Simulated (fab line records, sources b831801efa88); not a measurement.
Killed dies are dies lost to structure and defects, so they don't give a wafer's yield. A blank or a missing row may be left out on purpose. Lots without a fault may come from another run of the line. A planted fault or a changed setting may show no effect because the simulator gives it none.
Which tool did it? | flow gf180mcu | 14 lots, 41 wafers sampled, at 4 steps of a route of 602

WHAT THE GAUGES READ, wafer by wafer
GF_LVPWELL_OVL_MEAS_07.
lot  | measured    | on         | LVPWELL_OVL (nm)
L180 | day 3 20:31 | overlay-01 | 0.0 -0.7
L181 | day 4 03:04 | overlay-01 | -2.5 -0.2 -1.5
L182 | day 4 07:59 | overlay-02 | 1.4 0.8 0.1
L183 | day 4 13:02 | overlay-01 | 1.1 1.9 0.7
L184 | day 4 20:29 | overlay-01 | -0.2 -0.1 0.1
L185 | day 5 00:47 | overlay-02 | -1.1 -1.1 0.8
L186 | day 5 07:43 | overlay-02 | -2.4 -1.8 -0.8
L187 | day 5 12:16 | overlay-01 | 1.4 1.6 0.0
L188 | day 5 16:58 | overlay-02 | 2.0 1.2 2.6
L192 | day 6 17:49 | overlay-02 | 2.0 -1.6 1.3
L193 | day 6 22:37 | overlay-02 | 117.2 115.5 117.2
L194 | day 7 03:14 | overlay-02 | 0.9 -0.6 1.9
L196 | day 7 14:49 | overlay-01 | 116.8 116.4 114.3
L201 | day 8 18:38 | overlay-01 | 0.4 0.6 0.4

GF_CONTACT_CD_MEAS_14: target cd 220 nm.
lot  | measured     | on        | cd_nm (nm)
L180 | day 16 04:22 | cd_sem-01 | 220.9 219.2
L181 | day 16 13:04 | cd_sem-02 | 220.8 220.8 220.5
L182 | day 17 00:23 | cd_sem-01 | 220.5 220.4 220.1
L183 | day 17 05:10 | cd_sem-02 | 221.9 220.3 219.2
L184 | day 17 13:15 | cd_sem-01 | 222.2 221.9 222.4
L185 | day 17 21:55 | cd_sem-01 | 221.3 221.4 222.3
L186 | day 18 09:00 | cd_sem-02 | 220.7 219.0 220.5
L187 | day 19 01:31 | cd_sem-02 | 220.4 218.2 218.9
L188 | day 19 01:25 | cd_sem-02 | 223.9 222.4 221.9
L192 | day 20 15:54 | cd_sem-02 | 221.5 221.9 221.7
L193 | day 20 20:28 | cd_sem-02 | 220.5 221.5 221.0
L194 | day 21 07:25 | cd_sem-02 | 222.1 223.0 221.7
L196 | day 21 16:11 | cd_sem-01 | 221.2 221.2 220.4
L201 | day 23 10:40 | cd_sem-01 | 221.3 220.3 220.5

GF_CONTACT_OVL_MEAS_15.
lot  | measured     | on         | CONTACT_OVL (nm)
L180 | day 16 04:29 | overlay-02 | 6 7
L181 | day 16 13:11 | overlay-01 | -4 -11 -2
L182 | day 17 00:29 | overlay-01 | -6 3 -6
L183 | day 17 05:17 | overlay-01 | 2 -8 -2
L184 | day 17 13:22 | overlay-01 | 3 12 9
L185 | day 17 22:02 | overlay-01 | -5 -8 3
L186 | day 18 09:07 | overlay-01 | 0 -9 -7
L187 | day 19 01:38 | overlay-01 | -5 2 -3
L188 | day 19 01:32 | overlay-02 | 3 1 -2
L192 | day 20 16:01 | overlay-02 | 3 0 -7
L193 | day 20 20:35 | overlay-01 | -5 0 -5
L194 | day 21 07:32 | overlay-01 | 0 1 -1
L196 | day 21 16:18 | overlay-01 | -3 -9 -13
L201 | day 23 10:45 | overlay-02 | 11 9 3

WHICH TOOL RAN EACH LOT (tool, then ch and the chambers of the sampled wafers, then the start)
lot  | GF_LVPWELL_EXPOSE_04
L180 | iline_stepper-01 ch 0, day 3 14:07
L181 | iline_stepper-01 ch 0, day 3 20:18
L182 | iline_stepper-01 ch 0, day 4 01:42
L183 | iline_stepper-02 ch 0, day 4 06:10
L184 | iline_stepper-02 ch 0, day 4 14:02
L185 | iline_stepper-02 ch 0, day 4 18:25
L186 | iline_stepper-02 ch 0, day 5 00:40
L187 | iline_stepper-01 ch 0, day 5 05:42
L188 | iline_stepper-02 ch 0, day 5 09:46
L192 | iline_stepper-01 ch 0, day 6 10:04
L193 | iline_stepper-01 ch 0, day 6 15:20
L194 | iline_stepper-02 ch 0, day 6 20:06
L196 | iline_stepper-01 ch 0, day 7 07:30
L201 | iline_stepper-02 ch 0, day 8 10:08
- GF_LVPWELL_EXPOSE_04: exposes mask LVPWELL, target cd 600 nm.

WHAT THE TOOLS THEMSELVES READ (means of the sampled wafers that have a number; where no wafer has one, the mark that the record gives instead)
The record holds no such reading with a usual standard deviation.

THE ANSWER, worked out from the rows above alone
Rule: what is usual is taken from the lots themselves. Put in order of their means at a reading, lots are off if they are a third of the lots or fewer, leave a main group of 4 or more, and stand apart from it by a gap of 3 or more times the standard deviation of the main group's means; of several such gaps the widest counts. A main group whose means are all the same, to the digits that the tables above print for the reading, isn't used. A lot without any number at a reading at which 4 lots or more have one is off too. The other lots that the step has rows for count as sound. The gauges are gone through in route order, then the tools' own readings, and for those a lot's mean is taken as printed above. The first step at which some lot is off is used, and at that step the reading that is off furthest; a lot without a number counts as furthest.
Off: L193, L196, at GF_LVPWELL_OVL_MEAS_07 (LVPWELL_OVL). The main group: mean 0.2 nm, standard deviation 1.
A tool fits if, at a process step before that reading, it ran every lot that is off, and no sound lot after the first of them. The gauges at GF_LVPWELL_OVL_MEAS_07 are tried like those tools. One fits: iline_stepper-01 at GF_LVPWELL_EXPOSE_04. Its last sound lot is L192 (day 6 10:04), its first lot that is off L193 (day 6 15:20): a fault that began between those two fits.

WHAT THE SIMULATOR HAD PUT IN
Scanner matching overlay: iline_stepper-01, from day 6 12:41 on, at GF_LVPWELL_EXPOSE_04. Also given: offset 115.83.
Lots struck among those shown: L193, L196. The rule above found the same.
